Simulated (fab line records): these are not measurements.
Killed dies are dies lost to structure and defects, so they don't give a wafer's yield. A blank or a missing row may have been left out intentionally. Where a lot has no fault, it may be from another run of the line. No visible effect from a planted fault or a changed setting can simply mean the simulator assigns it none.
2 desks, one fault | flow gf180mcu | numbers are kept per desk, each desk with only its own; the story behind them comes last

== FROM THE METROLOGY DESK ==
What the gauges read for every lot (on any tool): the sampled wafers with a number, averaged. If a lot's mean is further than 4 standard deviations from the usual mean, the lot is out of limits and carries the mark OUT (the distance appears in the brackets).
Columns: A = VT_IMPLANT_4_TW at GF_VT_IMPLANT_TW_MEAS_43, usual 688; B = MVPSD_RS at GF_VT_IMPLANT_RS_MEAS_49, usual 1170 ohm/sq; C = cd-nm at GF_POLY_GATE_CD_MEAS_10, usual 279.8 nm; D = HV_LDD_2_TW at GF_HV_LDD_TW_MEAS_23, usual 1048
lot  | first seen here | A   | B    | C     | D
L825 | day 7 20:52     | 695 | 1167 | 282.7 | 1039
L827 | day 8 10:47     | 694 | 1171 | 281.9 | 1042
L829 | day 8 20:17     | 692 | 1169 | 279.8 | 998
L830 | day 9 00:20     | 682 | 1168 | 279.9 | 1062
L831 | day 9 13:49     | 680 | 1165 | 281.0 | 1043
L832 | day 9 16:44     | 697 | 1178 | 279.2 | 1004
L837 | day 11 03:43    | 680 | 1175 | 277.9 | 1052
L840 | day 11 22:13    | 679 | 1171 | 280.0 | 1060
L841 | day 12 04:56    | 693 | 1169 | 279.4 | 1046
L842 | day 12 12:35    | 676 | 1171 | 278.5 | 1028
L843 | day 12 17:44    | 675 | 1172 | 278.8 | 1044
L844 | day 12 23:31    | 692 | 1168 | 279.9 | 1066
L846 | day 13 13:22    | 694 | 1174 | 278.5 | 1031
L847 | day 13 19:07    | 692 | 1165 | 279.1 | 1050
This desk found nothing out of limits on any of the 14 lots.

== DESK OF THE TOOL OWNER: implanter-03 ==
GF_HV_LDD_IMPLANT_21, tool's own readings: per-lot mean of the sampled wafers with a number, covering each lot this tool ran. If a lot's mean is further than 4 standard deviations from the usual mean, the lot is out of limits and carries the mark OUT (the distance appears in the brackets).
Columns: A = beam-on-s at GF_HV_LDD_IMPLANT_21, usual 10.01 s; B = faraday-current-uA at GF_HV_LDD_IMPLANT_21, usual 282
lot  | first seen here | A               | B
L825 | day 11 04:18    | 9.95            | 284
L829 | day 12 07:55    | 8.49 (-7.6) OUT | 332 (+9.2) OUT
L832 | day 13 07:12    | 8.07 (-9.7) OUT | 348 (+12) OUT
L840 | day 15 19:02    | 10.10           | 280
L841 | day 16 01:21    | 10.00           | 281
L842 | day 16 10:45    | 10.14           | 279
L843 | day 16 20:37    | 10.03           | 282
L844 | day 16 22:35    | 9.95            | 283
L847 | day 17 22:21    | 10.17           | 276
Finding of this desk: L829, L832 out of limits; the first was L829 at day 12 07:55, on beam-on-s at GF_HV_LDD_IMPLANT_21. Within limits: L825, L840, L841, L842, L843, L844, L847.

== ALL TOGETHER ==
The tool owner's desk had the chance to raise an alarm at day 12 07:55 on L829, L832.
From the metrology desk's view, nothing was out of limits.
The metrology desk has L829, L832 on record, within its limits.
On implanter-03, each named lot ran GF_HV_LDD_IMPLANT_21.

== WHAT WAS PUT IN BY THE SIMULATOR ==
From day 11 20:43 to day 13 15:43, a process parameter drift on implanter-03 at GF_HV_LDD_IMPLANT_21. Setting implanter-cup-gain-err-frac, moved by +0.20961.
Lots struck among those shown: L829, L832.
Time in hours from fault onset to the first out-of-limits reading at each desk: the tool owner's desk, 11.
